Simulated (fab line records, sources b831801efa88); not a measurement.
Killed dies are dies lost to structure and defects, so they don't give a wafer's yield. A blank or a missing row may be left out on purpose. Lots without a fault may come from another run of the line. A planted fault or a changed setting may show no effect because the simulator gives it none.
Chamber matching | flow sky130 | SKY_VIA3_ETCH_14 on rie_diel-04: 4 sister chambers
The step etches BARC in N2/H2, stops on SiO2, time 45.9 s, target depth 60 nm. 8 wafers are shown with their chamber, then 12 later ones without.

WAFERS WITH THEIR CHAMBER
wafer  | chamber | drypump_motor_current_A (A) | throttle_valve_pct (%)
L082.2 | 0       | 5.9                         | 13.228
L085.1 | 3       | 5.2                         | 13.212
L092.3 | 1       | 6.6                         | 13.220
L092.4 | 2       | 6.2                         | 13.231
L092.5 | 3       | 5.2                         | 13.234
L091.4 | 0       | 5.9                         | 13.214
L091.5 | 2       | 6.3                         | 13.209
L091.6 | 1       | 6.6                         | 13.231

WAFERS WITHOUT THEIR CHAMBER
wafer  | drypump_motor_current_A (A) | throttle_valve_pct (%)
L093.2 | 6.5                         | 13.227
L093.3 | 6.3                         | 13.215
L093.4 | 5.9                         | 13.227
L095.1 | 6.3                         | 13.207
L095.4 | 5.9                         | 13.208
L095.6 | 5.2                         | 13.235
L096.3 | 5.2                         | 13.230
L096.4 | 6.6                         | 13.226
L096.5 | 5.2                         | 13.234
L097.1 | 6.6                         | 13.221
L097.3 | 6.3                         | 13.235
L097.5 | 5.9                         | 13.232

WHICH CHAMBER EACH WENT THROUGH
wafer  | from the rows above | in truth
L093.2 | 1                   | 1
L093.3 | 2                   | 2
L093.4 | 0                   | 0
L095.1 | 2                   | 2
L095.4 | 0                   | 0
L095.6 | 3                   | 3
L096.3 | 3                   | 3
L096.4 | 1                   | 1
L096.5 | 3                   | 3
L097.1 | 1                   | 1
L097.3 | 2                   | 2
L097.5 | 0                   | 0
Placed correctly: 12 of 12. Can't be placed from these rows: 0. Placed wrongly: 0.
How it was worked out, from the rows above alone: a wafer's distance from a chamber is the root of the sum, over the readings, of the square of ((its reading less the chamber's mean) divided by the reading's scatter). The wafer belongs to the nearest chamber; if the next one is less than 2 further off, it can't be placed. A chamber's mean is the mean of its shown wafers. The scatter: the root of (the sum of the squares of (reading less its chamber's mean) over the shown wafers, divided by (wafers less chambers)).
